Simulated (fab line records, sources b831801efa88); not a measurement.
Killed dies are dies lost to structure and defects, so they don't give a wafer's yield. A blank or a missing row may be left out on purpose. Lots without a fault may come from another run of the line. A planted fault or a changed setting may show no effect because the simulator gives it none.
Chamber matching | flow gf180mcu | GF_V2_CMP_26 on cmp-02: 4 sister chambers
The step polishes, stops on SiO2, t overpolish 15 s, target thk 0 nm. 8 wafers are shown with their chamber, then 12 later ones without.

WAFERS WITH THEIR CHAMBER
wafer  | chamber | motor_current_A (A) | time_to_endpoint_s (s)
L080.1 | 3       | 12.6                | 82.6
L081.6 | 1       | 14.3                | 82.6
L083.2 | 1       | 14.7                | 84.6
L083.3 | 0       | 9.3                 | 84.3
L083.6 | 2       | 10.5                | 83.3
L084.1 | 2       | 11.1                | 87.2
L084.2 | 0       | 10.3                | 84.0
L084.3 | 3       | 12.4                | 86.2

WAFERS WITHOUT THEIR CHAMBER
wafer  | motor_current_A (A) | time_to_endpoint_s (s)
L087.2 | 10.4                | 84.8
L087.5 | 11.3                | 85.1
L087.6 | 12.1                | 84.7
L093.2 | 9.9                 | 86.3
L093.4 | 15.2                | 90.9
L093.5 | 9.9                 | 88.2
L095.1 | 9.6                 | 87.2
L095.3 | 11.1                | 89.2
L095.6 | 13.0                | 87.0
L097.1 | 11.1                | 87.8
L097.5 | 12.4                | 89.5
L097.6 | 9.6                 | 85.0

WHICH CHAMBER EACH WENT THROUGH
wafer  | from the rows above          | in truth
L087.2 | can't be placed: 2 or 0      | 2
L087.5 | can't be placed: 2 or 3      | 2
L087.6 | 3                            | 3
L093.2 | can't be placed: 0 or 2      | 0
L093.4 | 1                            | 1
L093.5 | can't be placed: 0 or 2      | 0
L095.1 | can't be placed: 0 or 2      | 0
L095.3 | can't be placed: 2 or 0 or 3 | 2
L095.6 | 3                            | 3
L097.1 | 2                            | 2
L097.5 | can't be placed: 3 or 2      | 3
L097.6 | 0                            | 0
Placed correctly: 5 of 12. Can't be placed from these rows: 7 (the true chamber is among the candidates in 7). Placed wrongly: 0.
How it was worked out, from the rows above alone: a wafer's distance from a chamber is the root of the sum, over the readings, of the square of ((its reading less the chamber's mean) divided by the reading's scatter). The wafer belongs to the nearest chamber; if the next one is less than 2 further off, it can't be placed. A chamber's mean is the mean of its shown wafers. The scatter: the root of (the sum of the squares of (reading less its chamber's mean) over the shown wafers, divided by (wafers less chambers)).
